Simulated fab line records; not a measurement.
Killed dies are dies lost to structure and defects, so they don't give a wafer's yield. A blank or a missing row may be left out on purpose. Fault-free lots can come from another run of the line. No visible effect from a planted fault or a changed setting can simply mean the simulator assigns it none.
fab line records | flow gf180mcu | part 2 of 2: steps 27 to 36 of 36
record lots=5 wafers=15 last-day=36
route steps=602 shown MIM@509 M5@526 V5@540
lots with no fault: from the same line, run without faults
start-h: hours from the record's first day to the start of the lot's first wafer shown | wait-h: hours since the lot's step before | " repeats the value in the row above | L1.1+2: one row covering several wafers at once | - value missing, or start not given | * or withheld: withheld | < > ~ a bound
route shown NAME@n: names a module that has steps shown in the file, with the first one's number in the route | usual: mean/standard deviation taken from wafers without a fault | same: alike in all rows | chamber/n: place in a boat | sites: per-site readings | _std_site: how widely they spread, as a standard deviation | _edge_site: the outer-site mean with the inner-site mean subtracted | radius-mm: for every site, how far away it sits from the centre of the wafer | mask NAME#n: copy n | behind: the most recent tool/chamber to have shaped the wafer | hold: cause of the lot's hold/its duration in hours/its outcome | device: the transistor (n, p or np) that didn't switch | end of line: the same wafers' tests at the end of the route | a step without rows: its recipe alone | killed: at the first sort, the dies lost to defects and structure; wafer yield is something else | map: dies across one wafer; x = killed, . = not, _ = none there
set.NAME: setting as actually run; set.NAME@STEP: the setting as run at that earlier step | model.NAME: the simulator's own value behind a step, which no gauge read
lots at some steps of the route; a table a step, a row a wafer
services: a tool's chamber out of use, with start hour (start-h, from the record's first day; less than 0 if before it), hours out, and reason
## steps
# step GF_M5_ETCH_09
# recipe chemistry=CF4/O2 target=Si3N4 target-depth-nm=52 source-w=800 bias-w=150 pressure-mtorr=150 cf4-flow-sccm=80 O2_flow_sccm=10 time-s=11.6
# usual drypump-motor-current-A=5.8/0.36 oes-product-au=0.999/0.0098 throttle-valve-pct=5.970/0.0098
# columns lot.wafer tool chamber start-h wait-h drypump-motor-current-A oes-product-au rf-hours-counter-h throttle-valve-pct
L080.1 rie-diel-03 2 701.51 0.0 6.4 0.996 48 5.953
L080.5 " 0 " " 5.8 0.986 - 5.973
L080.6 " 3 " " 5.6 0.989 - 5.976
L087.1 rie-diel-03 1 747.36 0.0 5.9 0.999 13 5.976
L087.5 " 1 " " 5.9 0.999 - 5.968
L087.6 " 3 " " 5.6 0.984 - 5.982
L088.1 rie-diel-04 0 756.47 0.0 5.0 1.004 0 5.965
L088.4 " 2 " " 5.5 1.016 28 5.976
L088.6 " 2 " " 5.6 1.003 - 5.980
L089.1 rie-diel-03 0 759.69 0.0 5.8 0.986 15 5.960
L089.3 " 3 " " 5.7 0.996 9 5.971
L089.5 " 3 " " 5.6 0.986 - 5.956
L096.2 rie-diel-02 2 799.57 0.0 5.9 1.020 19 5.972
L096.3 " 0 " " 6.2 1.001 9 5.965
L096.5 " 1 " " 6.2 1.005 - 5.989
# step GF_M5_METAL_ETCH_10
# recipe chemistry=Cl2/BCl3 mask-material=KrF target-depth-nm=750.8 stop-on=SiO2 pressure-mtorr=8 icp-w=800 bias-w=140 Cl2_flow_sccm=80 bcl3-flow-sccm=40 time-s=125.1
# usual drypump-motor-current-A=5.6/0.49 oes-product-au=0.992/0.0061 throttle-valve-pct=28.227/0.01
# columns lot.wafer tool chamber start-h wait-h drypump-motor-current-A oes-product-au rf-hours-counter-h throttle-valve-pct
L080.1 rie-metal-02 0 701.54 0.0 5.6 0.987 2 28.231
L080.5 " 1 " " 5.4 1.007 - 28.234
L080.6 " 0 " " 5.5 0.977 - 28.235
L087.1 rie-metal-04 1 747.39 0.0 5.0 0.988 2 28.234
L087.5 " 0 " " 6.2 0.995 - 28.240
L087.6 " 1 " " 5.0 0.991 - 28.230
L088.1 rie-metal-04 0 756.49 0.0 6.2 0.998 17 28.237
L088.4 " 1 " " 5.0 0.992 - 28.234
L088.6 " 0 " " 6.2 0.997 - 28.217
L089.1 rie-metal-02 1 759.71 0.0 5.4 0.992 10 28.241
L089.3 " 1 " " 5.4 0.999 - 28.214
L089.5 " 0 " " 5.6 0.987 - 28.229
L096.2 rie-metal-01 1 799.59 0.0 6.5 0.984 2 28.229
L096.3 " 0 " " 5.5 0.989 - 28.237
L096.5 " 1 " " 6.4 0.984 - 28.228
# step GF_M5_STRIP_11
# recipe chemistry=O2/N2 power-w=1400 pressure-mtorr=1500 platen-temp-c=250 o2-flow-sccm=3000 n2-flow-sccm=300 overash-fraction=0.5
# usual drypump-motor-current-A=5.8/0.53 heater-power-w=311/33 o2-flow-sccm=2997/9.6 oes-product-au=0.523/0.005 strip-time-to-endpoint-s=7.02/0.064
# columns lot.wafer tool chamber start-h wait-h drypump-motor-current-A heater-power-w o2-flow-sccm oes-product-au rf-hours-counter-h strip-time-to-endpoint-s
L080.1 plasma-asher-03 0 701.67 0.1 5.8 297 3008 0.524 26 7.12
L080.5 " 1 " " 6.5 295 2996 0.519 - 7.01
L080.6 " 0 " " 5.8 303 2996 0.532 - 7.11
L087.1 plasma-asher-01 1 747.52 0.1 5.7 278 3002 0.527 66 7.11
L087.5 " 1 " " 5.7 281 2996 0.531 - 6.98
L087.6 " 0 " " 4.9 326 2986 0.527 - 7.10
L088.1 plasma-asher-02 1 756.62 0.1 6.2 397 2986 0.530 87 6.94
L088.4 " 0 " " 5.9 304 3001 0.534 - 7.05
L088.6 " 0 " " 5.9 300 3003 0.524 - 6.99
L089.1 plasma-asher-02 0 759.84 0.1 5.9 300 3001 0.523 88 6.97
L089.3 " 1 " " 6.2 396 3001 0.516 - 6.96
L089.5 " 1 " " 6.3 400 2987 0.530 - 7.07
L096.2 plasma-asher-02 1 799.72 0.1 6.2 395 2991 0.527 92 7.06
L096.3 " 0 " " 5.9 299 2996 0.525 - 7.06
L096.5 " 0 " " 5.9 308 2998 0.524 - 7.02
# step GF_M5_STRIP_12
# recipe chemistry=post-etch-residue-remover time-s=1200 temp-c=72.5
# columns lot.wafer tool chamber start-h wait-h
L080.1+5+6 wet-bench-03 2 701.77 0.1
L087.1+5+6 wet-bench-03 3 747.62 0.1
L088.1+4+6 wet-bench-01 1 756.72 0.1
L089.1+3+5 wet-bench-01 2 759.94 0.1
L096.2+3+5 wet-bench-02 1 799.82 0.1
# step GF_M5_CLEAN_13
# recipe chemistry=DIW dry=n2-spin
# columns lot.wafer tool chamber start-h wait-h
L080.1+5+6 wet-bench-02 0 702.11 0.0
L087.1+5+6 wet-bench-01 1 747.96 0.0
L088.1+4+6 wet-bench-02 3 757.06 0.0
L089.1+3+5 wet-bench-03 2 760.29 0.0
L096.2+3+5 wet-bench-01 1 800.16 0.0
# step GF_V5_CVD_00
# recipe material=SiO2 target-thk-nm=300 sigma-open-frac=0.3 temp-c=400 time-s=50 sih4-flow-sccm=60 pressure-mtorr=6
# columns lot.wafer tool chamber start-h wait-h
L080.1+5+6 hdpcvd-02 1,1,2 702.21 0.0
L087.1+5+6 hdpcvd-02 0,1,0 748.05 0.0
L088.1+4+6 hdpcvd-02 0 757.15 0.0
L089.1+3+5 hdpcvd-01 2,1,1 760.39 0.0
L096.2+3+5 hdpcvd-02 2,1,1 800.25 0.0
# step GF_V5_THK_MEAS_01
# recipe reads=SiO2_of_V5_CVD_00
# usual V5_CVD_00_THK=300.9/2.7
# columns lot.wafer tool chamber start-h wait-h V5_CVD_00_THK[nm]
L080.1 film-metro-01 - 702.25 0.0 301.4
L080.5 " - " " 298.7
L080.6 " - " " 301.5
L087.1 film-metro-02 - 748.12 0.0 303.4
L087.5 " - " " 300.8
L087.6 " - " " 299.5
L088.1 film-metro-01 - 757.29 0.1 299.3
L088.4 " - " " 299.8
L088.6 " - " " 300.8
L089.1 film-metro-03 - 760.43 0.0 291.9
L089.3 " - " " 299.6
L089.5 " - " " 299.4
L096.2 film-metro-01 - 800.31 0.0 300.4
L096.3 " - " " 301.7
L096.5 " - " " 297.9
# step GF_V5_CVD_02
# recipe material=SiO2 target-thk-nm=1450 precursor=TEOS temp-c=400 time-s=163.28 rf-w=600
# usual heater-power-outer-w=367/59 heater-power-w=635/75
# columns lot.wafer tool chamber start-h wait-h heater-power-outer-w heater-power-w
L080.1 pecvd-04 0 702.31 0.1 412 688
L080.5 " 1 " " 330 604
L080.6 " 2 " " 351 657
L087.1 pecvd-02 1 748.18 0.1 404 634
L087.5 " 0 " " 421 731
L087.6 " 2 " " 449 658
L088.1 pecvd-01 0 757.35 0.1 289 546
L088.4 " 2 " " 404 729
L088.6 " 1 " " 237 479
L089.1 pecvd-01 1 760.49 0.1 261 511
L089.3 " 0 " " 376 643
L089.5 " 0 " " 279 522
L096.2 pecvd-04 1 800.36 0.0 426 708
L096.3 " 2 " " 406 709
L096.5 " 2 " " 453 763
# step GF_V5_THK_MEAS_03
# recipe reads=SiO2_of_V5_CVD_02
# usual V5_CVD_02_THK=1442/17
# columns lot.wafer tool chamber start-h wait-h V5_CVD_02_THK[nm]
L080.1 film-metro-02 - 702.42 0.1 1432
L080.5 " - " " 1441
L080.6 " - " " 1464
L087.1 film-metro-01 - 748.28 0.1 1428
L087.5 " - " " 1451
L087.6 " - " " 1450
L088.1 film-metro-03 - 757.46 0.1 1434
L088.4 " - " " 1447
L088.6 " - " " 1426
L089.1 film-metro-01 - 760.60 0.1 1439
L089.3 " - " " 1447
L089.5 " - " " 1432
L096.2 film-metro-01 - 800.48 0.1 1419
L096.3 " - " " 1458
L096.5 " - " " 1465
# step GF_V5_CMP_04
# recipe material=SiO2 down-force-psi=4 platen-rpm=60 pad-velocity-m-s=0.94248
# usual motor-current-A=11.7/1.3 retaining-ring-pressure-frac=1.000/0.0051
# columns lot.wafer tool chamber start-h wait-h motor-current-A retaining-ring-pressure-frac
L080.1 cmp-01 2 702.48 0.1 11.4 0.991
L080.6 " 2 " " 11.1 0.991
L080.5 " 3 " " 9.9 0.997
L087.1 cmp-01 3 748.44 0.1 9.2 1.004
L087.5 " 1 " " 11.3 1.008
L087.6 " 2 " " 11.3 1.001
L088.1 cmp-02 1 757.61 0.1 14.8 0.999
L088.4 " 3 " " 10.6 1.000
L088.6 " 0 " " 11.9 1.010
L089.1 cmp-01 1 760.76 0.1 11.1 1.006
L089.3 " 2 " " 11.0 1.005
L089.5 " 0 " " 12.9 0.997
L096.3 cmp-01 1 800.58 0.1 10.7 1.003
L096.2 " 2 " " 11.4 0.997
L096.5 " 1 " " 10.7 1.001
## services
# columns tool chamber start-h hours kind
cmp-01 - 641.41 7.2 pm
pvd-sputter-01 - 648.52 0.9 repair
cmp-01 - 649.35 2.1 repair
plasma-asher-03 - 651.16 35.8 pm
pvd-sputter-01 - 655.87 3.9 repair
plasma-asher-02 - 656.24 10.3 repair
pvd-sputter-03 - 669.65 1.0 repair
iline-stepper-01 - 673.52 0.9 repair
cmp-01 - 680.86 6.2 pm
cmp-01 - 699.89 0.7 repair
pvd-sputter-04 - 706.78 1.2 repair
plasma-asher-02 - 707.67 14.6 pm
krf-scanner-01 - 707.97 4.4 pm
krf-scanner-01 - 713.35 1.0 pm
krf-scanner-01 - 714.35 0.8 pm
rie-metal-04 - 726.25 0.1 repair
pvd-sputter-04 - 730.60 4.4 repair
hdpcvd-02 2 731.82 27.0 repair
rie-metal-04 1 731.98 1.9 repair
cmp-01 - 744.00 4.0 pm
plasma-asher-03 - 749.49 13.2 repair
hdpcvd-02 1 756.40 21.0 repair
krf-scanner-01 - 761.44 0.8 pm
cmp-01 - 796.38 2.3 repair
